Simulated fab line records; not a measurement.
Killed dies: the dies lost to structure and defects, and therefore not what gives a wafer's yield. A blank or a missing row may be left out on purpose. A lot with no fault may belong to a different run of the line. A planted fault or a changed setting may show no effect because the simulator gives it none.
Chamber matching || flow gf180mcu || 3 sister chambers for GF_V1_CVD_02 on pecvd-02
The step deposits SiO2 from TEOS, target thk 850 nm, time 94.851 s. 3 wafers are shown with their chamber, then 12 later ones without.

## EACH WAFER AND ITS CHAMBER
{"wafer": "L086.5", "chamber": 1, "heater power w (W)": 684}
{"wafer": "L091.2", "chamber": 0, "heater power w (W)": 736}
{"wafer": "L091.6", "chamber": 2, "heater power w (W)": 706}

## WAFERS WITHOUT THEIR CHAMBER
{"wafer": "L092.1", "heater power w (W)": 719}
{"wafer": "L092.2", "heater power w (W)": 581}
{"wafer": "L092.6", "heater power w (W)": 563}
{"wafer": "L093.1", "heater power w (W)": 667}
{"wafer": "L093.3", "heater power w (W)": 713}
{"wafer": "L093.5", "heater power w (W)": 573}
{"wafer": "L094.1", "heater power w (W)": 791}
{"wafer": "L094.4", "heater power w (W)": 690}
{"wafer": "L094.6", "heater power w (W)": 647}
{"wafer": "L095.1", "heater power w (W)": 592}
{"wafer": "L095.4", "heater power w (W)": 731}
{"wafer": "L095.6", "heater power w (W)": 655}

## EACH ONE'S CHAMBER
{"wafer": "L092.1", "from the rows above": "can't be placed: 2 or 0 or 1", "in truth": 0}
{"wafer": "L092.2", "from the rows above": "can't be placed: 1 or 2 or 0", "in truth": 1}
{"wafer": "L092.6", "from the rows above": "can't be placed: 1 or 2 or 0", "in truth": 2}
{"wafer": "L093.1", "from the rows above": "can't be placed: 1 or 2 or 0", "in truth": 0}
{"wafer": "L093.3", "from the rows above": "can't be placed: 2 or 0 or 1", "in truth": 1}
{"wafer": "L093.5", "from the rows above": "can't be placed: 1 or 2 or 0", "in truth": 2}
{"wafer": "L094.1", "from the rows above": "can't be placed: 0 or 2 or 1", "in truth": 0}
{"wafer": "L094.4", "from the rows above": "can't be placed: 1 or 2 or 0", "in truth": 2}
{"wafer": "L094.6", "from the rows above": "can't be placed: 1 or 2 or 0", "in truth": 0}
{"wafer": "L095.1", "from the rows above": "can't be placed: 1 or 2 or 0", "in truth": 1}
{"wafer": "L095.4", "from the rows above": "can't be placed: 0 or 2 or 1", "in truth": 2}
{"wafer": "L095.6", "from the rows above": "can't be placed: 1 or 2 or 0", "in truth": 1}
Correctly placed: 0 of 12. Not placeable from these rows: 12 (in 12, the candidates include the true chamber). Number placed wrongly: 0.
How it was worked out, from the rows above alone: a wafer's distance from a chamber is the root of the sum, over the readings, of the square of ((its reading less the chamber's mean) divided by the reading's scatter). If the next closest chamber is less than 2 further off than the closest, the wafer can't be placed; otherwise it belongs to the closest. Each chamber's mean is taken over the wafers shown for it. The scatter (one wafer shown for each chamber): square how far every hidden wafer sits from the nearest shown wafer, average those squares and take the square root.
